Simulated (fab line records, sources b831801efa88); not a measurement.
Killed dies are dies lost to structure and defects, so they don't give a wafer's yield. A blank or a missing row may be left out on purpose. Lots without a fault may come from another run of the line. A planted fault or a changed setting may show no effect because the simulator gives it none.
A struck lot beside a sound one | flow gf180mcu | 15 steps out of a route of 602
Sound: wafers L274.1, L274.4, L274.6. Struck: wafers L291.2, L291.5, L291.6. The cause comes at the end.
At each step with rows: each side's tool, then ch and its chambers, then its first start. Under that, the readings that differ: sound wafers | struck wafers | difference of the means | sigmas: that difference in standard deviations of wafers without a fault.
alike: readings whose means differ by less than 2 such deviations, and words and numbers that are the same on both sides. not compared: withheld readings, readings that some wafer has no value for, bounds like >300 that may hide the same value, and numbers for which the record gives no deviation and whose values overlap.
The two part at a step that has a row with sigmas, a row that says differs or no value, or rows on one side only. Numbers that don't overlap but have no deviation are shown without sigmas and don't part them. A reading that every wafer of one side lacks parts them only if that side has two wafers or more.

GF_V3_BOW_MEAS_05:
  sound on film_metro-04, day 23 00:26; struck on film_metro-04, day 28 11:40
  alike: V3_BOW
then, 8 steps without rows for these wafers: GF_V3_DEHYDRATE_06 (time 60 s); GF_V3_HMDS_07 (prime time 60 s); GF_V3_COAT_08; GF_V3_COAT_09 (resist thk 1000 nm); GF_V3_SOFTBAKE_10 (time 60 s); GF_V3_EXPOSE_11 (exposes mask Via3, target cd 260 nm); GF_V3_PEB_12 (peb time 90 s); GF_V3_DEVELOP_13 (develop time 60 s).
GF_V3_CD_MEAS_14: target cd 260 nm.
  sound on cd_sem-01, day 23 23:06; struck on cd_sem-01, day 29 06:43
  alike: cd_nm
GF_V3_OVL_MEAS_15:
  sound on overlay-02, day 23 23:13; struck on overlay-02, day 29 06:49
  alike: V3_OVL
GF_V3_ETCH_16: etches BARC in N2/H2.
  sound on rie_diel-02 ch 0,1, day 23 23:16; struck on rie_diel-01 ch 0,1, day 29 06:51
  alike: bias_w, chamber_pressure_mTorr, drypump_motor_current_A, oes_product_au, throttle_valve_pct
GF_V3_ETCH_17: etches SiO2 in C4F8/O2/Ar, stops on TiN, target depth 635 nm.
  sound on rie_diel-02 ch 0,1, day 23 23:00; struck on rie_diel-01 ch 0,1, day 29 06:00
  no value came back on the struck wafers for bias_w (W), chamber_pressure_mTorr (mTorr), oes_product_au (a.u.); on the sound wafers bias_w (W) reads 1202 1201 1196
GF_V3_STRIP_18: strips in O2/N2.
  sound on plasma_asher-04 ch 0,1, day 23 23:23; struck on plasma_asher-01 ch 0,1, day 29 07:02
  reading               | sound             | struck            | difference | sigmas
  oes_product_au (a.u.) | 0.590 0.598 0.588 | 0.676 0.669 0.666 | +0.078     | +15
  alike: drypump_motor_current_A, heater_power_w, platen_temp_c
  not compared: rf_hours_counter_h
then, 1 step without rows for these wafers: GF_V3_STRIP_19 (strips in post etch residue remover, time 1200 s).

WHERE THEY PART
First at GF_V3_ETCH_17; last, within this record, at GF_V3_STRIP_18.

WHY: what the simulator had put in
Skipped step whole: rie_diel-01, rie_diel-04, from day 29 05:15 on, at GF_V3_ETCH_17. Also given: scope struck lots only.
